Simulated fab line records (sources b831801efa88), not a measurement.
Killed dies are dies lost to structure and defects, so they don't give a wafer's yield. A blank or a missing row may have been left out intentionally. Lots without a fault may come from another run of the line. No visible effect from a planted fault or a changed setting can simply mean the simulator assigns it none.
Chamber matching | flow gf180mcu | pecvd-03 running GF_V2_CVD_02: 3 sister chambers
The step deposits SiO2 from TEOS, target thk 850 nm, time 94.851 s. 6 wafers are shown with their chamber, then 9 later ones without.

EACH WAFER AND ITS CHAMBER
wafer  | chamber | heaterPowerW (W) | rfFwdPowerW (W)
L083.5 | 0       | 870              | 591.7
L084.5 | 2       | 551              | 599.4
L084.6 | 1       | 579              | 596.7
L089.1 | 1       | 610              | 594.7
L089.4 | 2       | 656              | 596.0
L089.5 | 0       | 710              | 591.9

WAFERS WITHOUT THEIR CHAMBER
wafer  | heaterPowerW (W) | rfFwdPowerW (W)
L094.1 | 683              | 596.9
L094.3 | 736              | 595.4
L094.4 | 534              | 598.5
L096.2 | 677              | 596.5
L096.3 | 731              | 596.3
L096.5 | 650              | 598.3
L095.1 | 700              | 597.2
L095.5 | 713              | 595.3
L095.6 | 704              | 594.0

CHAMBER TAKEN BY EACH
wafer  | from the rows above          | in truth
L094.1 | can't be placed: 2 or 1      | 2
L094.3 | can't be placed: 1 or 2 or 0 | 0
L094.4 | can't be placed: 2 or 1      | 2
L096.2 | can't be placed: 1 or 2      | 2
L096.3 | can't be placed: 1 or 2 or 0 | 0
L096.5 | can't be placed: 2 or 1      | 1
L095.1 | can't be placed: 2 or 1      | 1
L095.5 | can't be placed: 1 or 2 or 0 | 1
L095.6 | can't be placed: 1 or 0 or 2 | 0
Correctly placed: 0 of 9. Can't be placed from these rows: 9 (the true chamber is among the candidates in 9). Placed wrongly: 0.
How it was worked out, from the rows above alone: a wafer's distance from a chamber is the root of the sum, over the readings, of the square of ((its reading less the chamber's mean) divided by the reading's scatter). If the next closest chamber is less than 2 further off than the closest, the wafer can't be placed; otherwise it belongs to the closest. For every chamber, the mean is computed from those of its wafers that are shown. The scatter is the square root of a quotient: the sum, over the shown wafers, of each reading's squared deviation from its chamber's mean, divided by wafers minus chambers.
